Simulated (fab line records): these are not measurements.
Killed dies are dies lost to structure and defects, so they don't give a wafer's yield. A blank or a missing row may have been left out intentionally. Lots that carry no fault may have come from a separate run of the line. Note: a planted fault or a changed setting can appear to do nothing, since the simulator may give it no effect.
Problem report, 8D (eight disciplines) form, completed by code -- flow sky130 -- the parts of the form that need people (team, actions taken, sign-off) are left out

1. PROBLEM STATEMENT
VT_ADJUST_HVTP_TW at SKY_VT_ADJUST_HVTP_TW_MEAS_11 reads a mean of 1202 on 2 wafers of 1 lot; wafers without a fault read 1352 with a standard deviation of 12. Relative to the usual mean, that is a shift of -12 standard deviations.
Earliest sighting: wafer L166.3 on filmMetro-04 at day 9 01:35. Wafers with a number at this step in the record: 38, from 13 lots. The rule behind "out" and "out of limits": a value lying over 4 standard deviations away from the usual mean. All remaining wafers that have a number are taken as sound.

2. WHAT IT IS AND WHAT IT IS NOT
question,is,is not
which readings at this step,VT_ADJUST_HVTP_TW,-
which lots,L166,"L156, L157, L158, L159, L160, L161, L162, L163, L164, L175, L176, L177"
which wafers of those lots,all that have a number,-
read on which gauges,filmMetro-04,"filmMetro-02, filmMetro-03"
when,from day 9 01:35,"up to then (27 sound wafers); but 9 sound wafers of L175, L176, L177 came after"

3. SUSPECTS, AND WHAT RULES EACH OUT
Counting: a tool stays on the suspect list if, at a process step up to the reading, it processed all lots that are out and no sound lot following the first of them.
- the gauge at SKY_VT_ADJUST_HVTP_TW_MEAS_11: kept. All the wafers that are out were read on filmMetro-04, and no step on other tools shows them out.
- rtpAnneal-01 at SKY_NWELL_RTA_28 (time 30 s): ruled out as a lasting fault. Following L166 (day 8 04:32), the first lot on it that is out, the sound lots L175, L177 were run on it.
- implanter-03 at SKY_VT_ADJUST_HVTP_IMPLANT_09: kept. It ran the lot that is out, L166 (day 9 01:22), and no sound lot after that; its last sound lot up to then is L164 (day 8 09:47).
The count leaves filmMetro-04 at SKY_VT_ADJUST_HVTP_TW_MEAS_11 and implanter-03 at SKY_VT_ADJUST_HVTP_IMPLANT_09.

4. THE CAUSE (what the simulator had put in)
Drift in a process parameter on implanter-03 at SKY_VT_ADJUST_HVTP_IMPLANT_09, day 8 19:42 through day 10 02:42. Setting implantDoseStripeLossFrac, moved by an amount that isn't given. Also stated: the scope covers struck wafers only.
Counting leaves 2 suspects; this tool is one of them.

5. THE EFFECT CHAIN, in route order
One row per reading whose mean, taken over the struck wafers that have a number, lies over 3 standard deviations from the usual. Scope: only readings with a usual standard deviation given in the record; hours: median across lots of the time from each lot's start at the first step in this table that gives one to its start at this step; sigmas: change in usual standard deviations.
hours,step,reading,usual,on struck wafers,change,sigmas
0,SKY_VT_ADJUST_HVTP_TW_MEAS_11,VT_ADJUST_HVTP_TW,1352,1202,-150,-12

6. HOW IT WOULD HAVE BEEN CAUGHT EARLIER
Counted from the fault's start at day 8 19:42, it took 6 hours until the first out-of-limits reading at a measuring or inspecting step in this record, taken at day 9 01:35.
The start of SKY_VT_ADJUST_HVTP_IMPLANT_09 on implanter-03 came by day 9 01:35 for every one of the lots that are out (1). None of them would have been spared by holding the tool at that moment.
